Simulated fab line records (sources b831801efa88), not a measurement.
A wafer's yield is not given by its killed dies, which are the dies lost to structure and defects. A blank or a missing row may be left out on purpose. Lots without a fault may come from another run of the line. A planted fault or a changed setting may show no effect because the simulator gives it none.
fab line records || flow sky130
record {"lots": 4, "wafers": 12, "last-day": 48}
route steps=708 shown SD_N@352 SALICIDE@361 LI_CONTACT@362 LOCAL_INTERCONNECT@387 PAD_OPEN@708
lots that met no fault: taken from a fault-free run of the same line
start-h: the number of hours between the record's first day and the start of the first shown wafer of the lot || wait-h: time in hours since the lot's previous step || " unchanged from the row above || L1.1+2: a row that stands for several wafers || - either no value or no given start || * or withheld: withheld || < > ~ a bound
route shown NAME@n: names a module that has steps shown in the file, with the first one's number in the route || usual: mean/standard deviation of fault-free wafers || same: alike in all rows || chamber/n: place in a boat || sites: the reading at each site || _std_site: the standard deviation of these || _edge_site: inner sites' mean taken away from outer sites' mean || radius-mm: how far each site lies from the wafer's centre || mask NAME#n: copy n || behind: the last tool/chamber to shape the wafer || hold: reason for holding the lot/hours on hold/outcome of the hold || device: whichever transistor did not switch (one of n, p or np) || end of line: at the end of the route, the tests of the same wafers || for a step that has no rows: nothing shown but its recipe || killed: dies lost to structure and defects at the first sort, not the wafer's yield || map: dies across one wafer; x = killed, . = not, _ = none there
set.NAME: the run value of the setting; set.NAME@STEP: its run value at that earlier step || model.NAME: the simulator's own value behind a step, which no gauge read
certain route steps with their lots: each step a table, each wafer a row
services: a tool's chamber out of use, with start hour (start-h, from the record's first day; less than 0 if before it), hours out, and reason
## steps
# step SKY_SD_N_IMPLANT_10
# recipe {"species": "P", "energy-kev": 20, "dose-cm2": 1e+14, "tilt-deg": 0}
# step SKY_SD_N_STRIP_11
# recipe {"chemistry": "O2/N2", "power-w": 1400, "pressure-mtorr": 1500, "platen-temp-c": "withheld", "o2-flow-sccm": 3000, "n2-flow-sccm": 300, "overash-fraction": 0.5}
# step SKY_SD_N_CLEAN_13
# recipe {"chemistry": "SC1/SC2", "mix": "1:4:20", "temp-c": 70, "time-s": 150, "dry": "n2-spin"}
# step SKY_SD_N_RTA_14
# recipe {"temp-c": 1075, "time-s": 2, "idle-temp-c": 650, "ramp-up-c-per-s": 150, "ramp-down-c-per-s": 90, "ambient": "N2"}
# step SKY_SALICIDE_CLEAN_00
# recipe {"chemistry": "HF-last", "time-s": 30, "dilution": "100:1", "dry": "ipa-marangoni"}
# step SKY_LI_CONTACT_HDPCVD_00
# recipe {"material": "PSG", "target-thk-nm": 930, "sigma-open-frac": 0.3, "time-s": 155, "temp-c": 600, "sih4-flow-sccm": 60, "pressure-mtorr": 6}
# step SKY_LI_CONTACT_CMP_02
# recipe {"material": "PSG", "down-force-psi": 4, "platen-rpm": 60, "pad-velocity-m-s": 0.94248}
# usual {"motor-current-A": "12.2/1.2", "time-to-endpoint-s": "34.5/2.3"}
{"lot.wafer": "L798.3", "tool": "cmp-02", "chamber": 3, "start-h": 631.94, "wait-h": 0.0, "motor-current-A": 10.6, "time-to-endpoint-s": 36.4}
{"lot.wafer": "L798.2", "tool": "cmp-02", "chamber": 0, "start-h": 631.94, "wait-h": 0.0, "motor-current-A": 11.2, "time-to-endpoint-s": 32.9}
{"lot.wafer": "L798.1", "tool": "cmp-02", "chamber": 1, "start-h": 631.94, "wait-h": 0.0, "motor-current-A": 13.3, "time-to-endpoint-s": 35.0}
{"lot.wafer": "L807.1", "tool": "cmp-01", "chamber": 2, "start-h": 743.43, "wait-h": 0.1, "motor-current-A": 11.6, "time-to-endpoint-s": 31.8}
{"lot.wafer": "L807.3", "tool": "cmp-01", "chamber": 3, "start-h": 743.43, "wait-h": 0.1, "motor-current-A": 12.3, "time-to-endpoint-s": 33.1}
{"lot.wafer": "L807.5", "tool": "cmp-01", "chamber": 1, "start-h": 743.43, "wait-h": 0.1, "motor-current-A": 12.1, "time-to-endpoint-s": 28.9}
{"lot.wafer": "L809.2", "tool": "cmp-02", "chamber": 0, "start-h": 749.15, "wait-h": 0.4, "motor-current-A": 10.8, "time-to-endpoint-s": 37.0}
{"lot.wafer": "L809.3", "tool": "cmp-02", "chamber": 2, "start-h": 749.15, "wait-h": 0.4, "motor-current-A": 13.4, "time-to-endpoint-s": 34.6}
{"lot.wafer": "L809.6", "tool": "cmp-02", "chamber": 1, "start-h": 749.15, "wait-h": 0.4, "motor-current-A": 12.9, "time-to-endpoint-s": 36.7}
{"lot.wafer": "L811.1", "tool": "cmp-02", "chamber": 1, "start-h": 754.52, "wait-h": 0.1, "motor-current-A": 13.8, "time-to-endpoint-s": 32.7}
{"lot.wafer": "L811.3", "tool": "cmp-02", "chamber": 2, "start-h": 754.52, "wait-h": 0.1, "motor-current-A": 12.9, "time-to-endpoint-s": 32.8}
{"lot.wafer": "L811.2", "tool": "cmp-02", "chamber": 0, "start-h": 754.52, "wait-h": 0.1, "motor-current-A": 10.9, "time-to-endpoint-s": 35.2}
# step SKY_LI_CONTACT_DEHYDRATE_04
# recipe {"temp-c": 200, "time-s": 60}
# step SKY_LI_CONTACT_HMDS_05
# recipe {"prime-time-s": 60, "prime-temp-c": 120}
# step SKY_LI_CONTACT_COAT_06
# recipe {"resist": "BARC", "temp-c": "withheld", "time-s": "withheld", "spin-rpm": 3000, "resist-thk-nm": 60}
# step SKY_LI_CONTACT_COAT_07
# recipe {"resist": "KrF-thick", "spin-rpm": 3000, "resist-thk-nm": 450}
# step SKY_LI_CONTACT_SOFTBAKE_08
# recipe {"temp-c": 100, "time-s": 90, "resist": "KrF-thick"}
# step SKY_LI_CONTACT_EXPOSE_09
# recipe {"mask-id": "LICM1", "na": 0.8, "source-shape": "annular", "sigma-inner": 0.55, "sigma-outer": 0.85, "target-cd-nm": 170, "dose-mj": 38}
# step SKY_LI_CONTACT_PEB_10
# recipe {"peb-temp-c": "withheld", "peb-time-s": "withheld", "resist": "KrF-thick"}
# step SKY_LI_CONTACT_DEVELOP_11
# recipe {"develop-time-s": 60, "resist": "KrF-thick", "dev-temp-c": 21}
# step SKY_LI_CONTACT_ETCH_14
# recipe {"chemistry": "N2/H2", "target": "BARC", "ion-energy-ev": 200, "source-w": 500, "bias-w": 100, "pressure-mtorr": 30, "n2-flow-sccm": 100, "h2-flow-sccm": 200, "stop-on": "SiO2", "time-s": 45.9, "target-depth-a": 600}
# step SKY_LI_CONTACT_ETCH_15
# recipe {"target": "PSG", "chemistry": "C4F8/O2/Ar", "stop-on": "Si", "taper-deg": 4.15, "mask-material": "KrF-thick", "source-w": 1500, "bias-w": 1200, "pressure-mtorr": 40, "c4f8-flow-sccm": "withheld", "O2_flow_sccm": 6, "Ar_flow_sccm": 300, "time-s": "withheld", "target-depth-a": 6000}
# step SKY_LI_CONTACT_STRIP_16
# recipe {"chemistry": "O2/N2", "power-w": 1400, "pressure-mtorr": 1500, "platen-temp-c": "withheld", "o2-flow-sccm": 3000, "n2-flow-sccm": 300, "overash-fraction": 0.5}
# step SKY_LI_CONTACT_CLEAN_17
# recipe {"chemistry": "NMP", "time-s": 600, "temp-c": 60, "dry": "n2-spin"}
# step SKY_LI_CONTACT_PRE_CLEAN_18
# recipe {"gas": "Ar", "time-s": 5.6, "bias-v": 358}
# step SKY_LI_CONTACT_SPUTTER_19
# recipe {"material": "Ti", "target-thk-nm": 20, "chamber-pressure-pa": 5, "power-w": 2500, "substrate-temp-c": 200, "time-s": 106.37}
# step SKY_LI_CONTACT_SPUTTER_20
# recipe {"material": "TiN", "target-thk-nm": 20, "chamber-pressure-pa": 5, "power-w": 4000, "time-s": 80}
# step SKY_LI_CONTACT_CVD_21
# recipe {"material": "W", "target-thk-nm": 400, "time-s": 120.56, "temp-c": 400, "pressure-torr": 40}
# step SKY_LI_CONTACT_CMP_24
# recipe {"stop-on": "PSG", "t-overpolish-s": 20, "down-force-psi": 3.5, "platen-rpm": 60, "target-thk-nm": 0, "pad-velocity-m-s": 0.94248}
# step SKY_LOCAL_INTERCONNECT_SPUTTER_00
# recipe {"material": "TiN", "target-thk-nm": 100, "temp-c": 300, "power-w": 6500, "time-s": 83.3, "chamber-pressure-pa": 0.4}
# step SKY_LOCAL_INTERCONNECT_DEHYDRATE_03
# recipe {"temp-c": 200, "time-s": 60}
# step SKY_LOCAL_INTERCONNECT_HMDS_04
# recipe {"prime-time-s": 60, "prime-temp-c": 120}
# step SKY_LOCAL_INTERCONNECT_COAT_05
# recipe {"resist": "BARC", "temp-c": "withheld", "time-s": "withheld", "spin-rpm": 3000, "resist-thk-nm": 60}
# step SKY_LOCAL_INTERCONNECT_COAT_06
# recipe {"resist": "KrF-thick", "spin-rpm": 3000, "resist-thk-nm": 450}
# step SKY_PAD_OPEN_PROBE_99
# usual {"killed_at_M0_to_M3": "44/7.2", "killed_at_M4_up": "3.1/1.8", "killed-at-contacts": "24/4.5", "killed-at-front-end": "16/4.4", "killed-at-other": "0.2/0.42", "killed-dies": "87/8.9", "killed-on-rim": "17/4.1", "killed-open": "48/6.4", "killed-short": "39/6.2"}
# same {"gross-dies": 492, "killed-at-back-side": 0}
{"lot.wafer": "L807.1", "tool": "prober-02", "chamber": "-", "start-h": 1137.74, "wait-h": 0.1, "killed_at_M0_to_M3": 53, "killed_at_M4_up": 2, "killed-at-contacts": 29, "killed-at-front-end": 15, "killed-at-other": 0, "killed-dies": 99, "killed-on-rim": 18, "killed-open": 56, "killed-short": 43}
{"lot.wafer": "L807.3", "tool": "prober-02", "chamber": "-", "start-h": 1137.84, "wait-h": 0.2, "killed_at_M0_to_M3": 53, "killed_at_M4_up": 4, "killed-at-contacts": 30, "killed-at-front-end": 12, "killed-at-other": 1, "killed-dies": 100, "killed-on-rim": 19, "killed-open": 50, "killed-short": 50}
{"lot.wafer": "L807.5", "tool": "prober-02", "chamber": "-", "start-h": 1137.94, "wait-h": 0.2, "killed_at_M0_to_M3": 45, "killed_at_M4_up": 2, "killed-at-contacts": 24, "killed-at-front-end": 15, "killed-at-other": 0, "killed-dies": 86, "killed-on-rim": 21, "killed-open": 45, "killed-short": 41}
{"lot.wafer": "L809.3", "tool": "prober-02", "chamber": "-", "start-h": 1139.41, "wait-h": 0.2, "killed_at_M0_to_M3": 38, "killed_at_M4_up": 1, "killed-at-contacts": 223, "killed-at-front-end": 15, "killed-at-other": 0, "killed-dies": 277, "killed-on-rim": 56, "killed-open": 41, "killed-short": 28}
{"lot.wafer": "L811.3", "tool": "prober-02", "chamber": "-", "start-h": 1144.18, "wait-h": 0.2, "killed_at_M0_to_M3": 35, "killed_at_M4_up": 2, "killed-at-contacts": 227, "killed-at-front-end": 6, "killed-at-other": 0, "killed-dies": 270, "killed-on-rim": 55, "killed-open": 33, "killed-short": 30}
# killed by level:class
L807.1 VIA1:geometric-particle:open=15 CONTACT:geometric-particle:open=10 METAL1:geometric-particle:short=8 LI_CONTACT:geometric-particle:open=7 VIA1:geometric-particle:short=7 FIELD_ISO:geometric-particle:open=6 FIELD_ISO:geometric-particle:short=5 METAL2:geometric-particle:short=5
L807.3 VIA1:geometric-particle:open=11 VIA2:geometric-particle:open=10 CONTACT:geometric-particle:open=10 LOCAL_INTERCONNECT:geometric-particle:short=7 VIA1:geometric-particle:short=7 VIA2:geometric-particle:short=7 METAL1:geometric-particle:short=6 LI_CONTACT:geometric-particle:open=5
L807.5 METAL2:geometric-particle:short=9 VIA1:geometric-particle:open=8 POLY_GATE:geometric-particle:open=7 CONTACT:geometric-particle:short=7 LI_CONTACT:geometric-particle:open=6 CONTACT:geometric-particle:open=6 METAL1:geometric-particle:short=6 VIA3:geometric-particle:open=6
L809.3 LI_CONTACT:unspecified=208 VIA1:geometric-particle:open=9 VIA3:geometric-particle:open=7 CONTACT:geometric-particle:open=6 FIELD_ISO:geometric-particle:open=5 VIA1:geometric-particle:short=4 CONTACT:geometric-particle:short=4 METAL2:geometric-particle:short=4
L811.3 LI_CONTACT:unspecified=207 VIA1:geometric-particle:open=10 LI_CONTACT:geometric-particle:open=6 CONTACT:geometric-particle:open=6 METAL1:geometric-particle:short=5 METAL2:geometric-particle:short=5 VIA3:geometric-particle:open=4 POLY_GATE:geometric-particle:short=3
# map L809.3 (x killed, . not)
__________.x..xxxxx._________
________xxxx.xxxxx.x.._______
______x.x.x.xx...xx..xxx_____
_____.xx..x.xx..x.xxxxxx.____
____.x....x.xx.x.xxx.xxxx.___
___..x..x.x..xxxxxx.xx.xxxx__
__.xx.xx.x.xxxxxx...xx......_
_....xx...xxx.xx.x.x..x..xxx.
_.xxxx..xxx..xx.xxx.xx...x...
_xxx.xx.x..xx.xxx....xxxx.xxx
_xx.xxx...x.x..xxxxxx...xx...
_xx.xxx.xx.x..xxxxxxxxxx..x.x
_x.....xxx..xx..xx...x.xx..x.
_.....x...x....x..x..xxx..x.x
_.xx.xxxxx....xx.xx.x.xx.x..x
__xx..xx.xx..xxxxxx..xxxxx.._
___x.x...xxx.x..xxx..xx.xx.__
____xxxx.x.x.x.xx.x.xxxxxx___
_____.x.xxxxx....xxxxx..x____
______xxx..xx.xx.x.xxx.x_____
________.xxx....x...xx_______
__________.xx.xx...x_________
# map L811.3 (x killed, . not)
__________.xxxxxxx.x_________
________x...x.xxx.x..._______
______xx......x.x.....x._____
_____xxxx.x.x.x.xxx.x...x____
____xxx..xxxxxx.x....xxx.x___
___xxx.x...xx.x..x...x....x__
__x.xxx.xxxxx.xxxx..xx..xx.._
_xxxx..x...xxxx.xxx...xx...xx
_...xxx...x.xxxx.x.xxx.....xx
_.x...xxxxxx....x.xx..xx..xxx
_..xxx..xx.x..xx.xxxxxx...xxx
_x.xxx.x.xx..xx.xx...x...xx..
_.xxxxx.xxx...x.x.xxxx..xx.x.
_.xx...xx..xxxx.xx..xx....xx.
_x..xxxxxxxxx.x...xx.xx.xxxxx
__.x.xx..x.xxxxxx..xxxxxx.x._
___....x...xxx..xxx...x.x.x__
____.x.x.x....x.x..x.x.x.x___
_____xx.x.x...x.xxx..xx.x____
______x.xx..xxx..x..xx.x_____
________xx.....xxxxxx._______
__________x.xx.x.x.x_________
## services
{"tool": "cmp-01", "chamber": "-", "start-h": 615.33, "hours": 9.3, "kind": "pm"}
{"tool": "cmp-02", "chamber": "-", "start-h": 672.91, "hours": 1.6, "kind": "repair"}
{"tool": "cmp-02", "chamber": "-", "start-h": 676.86, "hours": 2.7, "kind": "pm"}
{"tool": "cmp-02", "chamber": "-", "start-h": 696.78, "hours": 0.3, "kind": "repair"}
{"tool": "cmp-02", "chamber": "-", "start-h": 712.09, "hours": 0.4, "kind": "repair"}
{"tool": "cmp-01", "chamber": "-", "start-h": 730.13, "hours": 2.4, "kind": "repair"}
{"tool": "cmp-02", "chamber": "-", "start-h": 744.25, "hours": 4.0, "kind": "pm"}
{"tool": "cmp-01", "chamber": "-", "start-h": 747.34, "hours": 2.3, "kind": "repair"}
{"tool": "cmp-02", "chamber": "-", "start-h": 748.25, "hours": "-", "kind": "consumable-replace:conditioner"}
{"tool": "cmp-02", "chamber": "-", "start-h": 748.25, "hours": "-", "kind": "consumable-replace:pad"}
## key
first-sign {"step": "SKY_PAD_OPEN_PROBE_99", "reading": "killed-at-contacts", "direction": "up", "sigmas": 44, "usual": 24, "struck": 225}
effect {"step": "SKY_PAD_OPEN_PROBE_99", "reading": "killed-dies", "direction": "up", "sigmas": 21, "usual": 87, "struck": 274}
met-at SKY_LI_CONTACT_CMP_02
struck-wafers L809.3,L811.3
tester-left-out L809,L811
fault {"kind": "chamber-particle-source", "tool": "cmp-02", "chamber": 2, "onset-h": 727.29, "steps": "SKY_LI_CONTACT_CMP_02", "rate-per-visit-cm2": 1.0583, "end-h": 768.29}
# tester-left-out: of these lots the tester's yield and bins aren't shown, on N5 and GAA mostly nor the transistor test; their killed dies are dies lost to structure and defects alone, not to doping, threshold or leakage, so they don't give the yield
